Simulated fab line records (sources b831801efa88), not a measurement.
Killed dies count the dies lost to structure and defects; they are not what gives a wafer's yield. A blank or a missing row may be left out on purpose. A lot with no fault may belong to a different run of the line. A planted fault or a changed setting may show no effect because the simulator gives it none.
Which tool did it? + flow gf180mcu + 39 wafers from 13 lots sampled at 6 of the route's 602 steps

== WHAT THE GAUGES SHOWED, per wafer ==
GF_STI_BOW_MEAS_00. Usual: INCOMING_BOW gives 0 um (standard deviation 6.3).
| lot  | measured    | on            | INCOMING_BOW (um) | flag |
|------|-------------|---------------|-------------------|------|
| L236 | day 1 10:01 | film-metro-03 | 3 11 0            |      |
| L238 | day 1 20:00 | film-metro-04 | 6 4 -6            |      |
| L243 | day 2 21:00 | film-metro-04 | -15 1 -2          |      |
| L244 | day 3 02:01 | film-metro-03 | -2 -1 -10         |      |
| L248 | day 3 22:00 | film-metro-03 | -1 10 -5          |      |
| L250 | day 4 08:00 | film-metro-04 | -2 -5 2           |      |
| L251 | day 4 13:00 | film-metro-02 | 1 -7 2            |      |
| L252 | day 4 18:01 | film-metro-02 | 7 3 6             |      |
| L253 | day 4 23:01 | film-metro-03 | -12 1 8           |      |
| L255 | day 5 09:00 | film-metro-03 | -1 2 7            |      |
| L257 | day 5 19:00 | film-metro-04 | -5 -8 -3          |      |
| L258 | day 6 00:00 | film-metro-03 | 6 0 -4            |      |
| L259 | day 6 05:04 | film-metro-02 | 7 -2 -14          |      |

GF_MVPSD_OVL_MEAS_07. Usual: MVPSD_OVL gives 0.5 nm (standard deviation 1.3).
| lot  | measured     | on         | MVPSD_OVL (nm) | flag |
|------|--------------|------------|----------------|------|
| L236 | day 5 01:31  | overlay-01 | 0.9 0.1 0.4    |      |
| L238 | day 5 12:17  | overlay-01 | 0.9 0.5 -0.7   |      |
| L243 | day 6 17:59  | overlay-01 | 5.6 1.3 1.5    |      |
| L244 | day 6 23:24  | overlay-02 | -0.1 0.7 -0.2  |      |
| L248 | day 8 01:02  | overlay-02 | -1.8 0.0 -2.2  |      |
| L250 | day 8 12:59  | overlay-01 | -0.1 0.1 2.1   |      |
| L251 | day 8 19:54  | overlay-01 | 0.6 0.9 0.9    |      |
| L252 | day 9 00:17  | overlay-01 | 0.7 1.2 2.0    |      |
| L253 | day 9 05:42  | overlay-02 | 1.3 0.9 2.4    |      |
| L255 | day 9 21:23  | overlay-02 | -0.4 -0.4 -0.5 |      |
| L257 | day 10 07:12 | overlay-01 | -0.2 1.3 -0.2  |      |
| L258 | day 10 11:20 | overlay-01 | -2.4 -0.6 -1.4 |      |
| L259 | day 10 18:07 | overlay-02 | -0.5 1.4 -1.7  |      |

GF_VT_IMPLANT_OVL_MEAS_07. Usual: VT_IMPLANT_OVL gives -1.1 nm (standard deviation 1.4).
| lot  | measured     | on         | VT_IMPLANT_OVL (nm) | flag |
|------|--------------|------------|---------------------|------|
| L236 | day 5 16:02  | overlay-01 | -0.7 1.6 1.6        |      |
| L238 | day 6 02:59  | overlay-01 | -1.5 -0.3 -0.8      |      |
| L243 | day 7 09:54  | overlay-02 | 1.1 0.5 1.0         |      |
| L244 | day 7 14:54  | overlay-01 | - - -               | OFF  |
| L248 | day 8 17:51  | overlay-01 | 0.8 0.4 -1.5        |      |
| L250 | day 9 06:05  | overlay-01 | -1.6 -3.7 -2.2      |      |
| L251 | day 9 13:15  | overlay-01 | -1.7 -2.5 -1.7      |      |
| L252 | day 9 16:42  | overlay-01 | -1.5 -1.2 0.4       |      |
| L253 | day 9 23:06  | overlay-02 | -1.8 -2.1 -0.5      |      |
| L255 | day 10 14:21 | overlay-01 | -2.5 -2.3 -1.5      |      |
| L257 | day 11 00:42 | overlay-01 | -1.8 -1.6 -1.7      |      |
| L258 | day 11 05:20 | overlay-02 | -0.5 -1.0 -0.9      |      |
| L259 | day 11 12:58 | overlay-02 | -0.7 -1.2 -3.9      |      |

GF_VT_IMPLANT_TW_MEAS_10. Usual: VT_IMPLANT_TW gives 565 (standard deviation 6.6).
| lot  | measured     | on            | VT_IMPLANT_TW     | flag |
|------|--------------|---------------|-------------------|------|
| L236 | day 5 16:19  | film-metro-03 | 572 570 567       |      |
| L238 | day 6 03:16  | film-metro-02 | 560 566 566       |      |
| L243 | day 7 10:11  | film-metro-02 | 564 566 566       |      |
| L244 | day 7 15:11  | film-metro-03 | 30 30 30 30 30 30 | OFF  |
| L248 | day 8 18:08  | film-metro-03 | 565 565 571       |      |
| L250 | day 9 06:22  | film-metro-02 | 564 566 566       |      |
| L251 | day 9 13:32  | film-metro-03 | 576 570 572       |      |
| L252 | day 9 16:59  | film-metro-03 | 573 574 571       |      |
| L253 | day 9 23:23  | film-metro-03 | 573 572 569       |      |
| L255 | day 10 14:38 | film-metro-03 | 564 565 565       |      |
| L257 | day 11 00:59 | film-metro-01 | 552 556 548       |      |
| L258 | day 11 05:37 | film-metro-02 | 569 569 568       |      |
| L259 | day 11 13:16 | film-metro-03 | 571 570 570       |      |

GF_VT_IMPLANT_OVL_MEAS_18. Usual: VT_IMPLANT_01_OVL gives 0.7 nm (standard deviation 1.5).
| lot  | measured     | on         | VT_IMPLANT_01_OVL (nm) | flag |
|------|--------------|------------|------------------------|------|
| L236 | day 6 06:41  | overlay-01 | 0.9 0.3 -0.1           |      |
| L238 | day 6 18:11  | overlay-02 | 0.5 0.9 0.5            |      |
| L243 | day 8 01:48  | overlay-02 | 0.4 0.1 -1.8           |      |
| L248 | day 9 10:17  | overlay-01 | 1.6 0.5 0.9            |      |
| L250 | day 9 23:29  | overlay-02 | 0.7 -1.2 -0.2          |      |
| L251 | day 10 06:51 | overlay-02 | 2.4 1.9 3.0            |      |
| L252 | day 10 10:41 | overlay-01 | 2.8 0.4 -1.2           |      |
| L253 | day 10 16:14 | overlay-02 | 1.4 0.1 2.1            |      |
| L255 | day 11 08:18 | overlay-02 | 0.5 1.3 0.9            |      |
| L257 | day 11 19:36 | overlay-02 | 0.6 1.9 1.9            |      |
| L258 | day 12 00:21 | overlay-02 | 1.4 0.5 0.7            |      |
| L259 | day 12 07:50 | overlay-02 | 1.2 2.7 1.9            |      |

== WHAT TOOL EACH LOT RAN ON (gives the tool, then ch and the chambers of the sampled wafers, and finally the start) ==
| lot  | GF_VT_IMPLANT_EXPOSE_04             |
|------|-------------------------------------|
| L236 | iline-stepper-01 ch 0, day 5 09:19  |
| L238 | iline-stepper-01 ch 0, day 5 19:36  |
| L243 | iline-stepper-01 ch 0, day 7 01:52  |
| L244 | iline-stepper-01 ch 0, day 7 07:15  |
| L248 | iline-stepper-01 ch 0, day 8 10:07  |
| L250 | iline-stepper-01 ch 0, day 8 22:10  |
| L251 | iline-stepper-01 ch 0, day 9 05:00  |
| L252 | iline-stepper-02 ch 0, day 9 08:28  |
| L253 | iline-stepper-01 ch 0, day 9 14:34  |
| L255 | iline-stepper-02 ch 0, day 10 05:56 |
| L257 | iline-stepper-01 ch 0, day 10 16:37 |
| L258 | iline-stepper-01 ch 0, day 10 19:57 |
| L259 | iline-stepper-02 ch 0, day 11 03:47 |
- GF_VT_IMPLANT_EXPOSE_04: exposes mask LVPWELL LV AREA, target cd 600 nm.

== WHAT THE TOOLS THEMSELVES READ (means of the sampled wafers that have a number; where no wafer has one, the mark that the record gives instead) ==
The record holds no such reading with a usual standard deviation.

== THE ANSWER, worked out from the rows above alone ==
Rule: a lot counts as off when the mean over its wafers that have a number is more than 3 standard deviations away from the usual mean. A lot without any number at a reading at which 4 lots or more have one is off too. The other lots that the step has rows for count as sound. The gauges are gone through in route order, then the tools' own readings, and for those a lot's mean is taken as printed above. At the first step where some lot is off, the reading lying furthest off is the one used; lots without a number count as furthest.
Off: at GF_VT_IMPLANT_OVL_MEAS_07 (VT_IMPLANT_OVL), L244. Without a number there: L244.
If a tool, at a process step before that reading, ran all the lots that are off and no sound lot after the first of them, it fits. The gauges at GF_VT_IMPLANT_OVL_MEAS_07 aren't tried: what is off there is off at GF_VT_IMPLANT_TW_MEAS_10 too, on other tools, and a gauge's error can't cause that. No candidate that was tried fits.

== WHAT THE SIMULATOR HAD INSERTED ==
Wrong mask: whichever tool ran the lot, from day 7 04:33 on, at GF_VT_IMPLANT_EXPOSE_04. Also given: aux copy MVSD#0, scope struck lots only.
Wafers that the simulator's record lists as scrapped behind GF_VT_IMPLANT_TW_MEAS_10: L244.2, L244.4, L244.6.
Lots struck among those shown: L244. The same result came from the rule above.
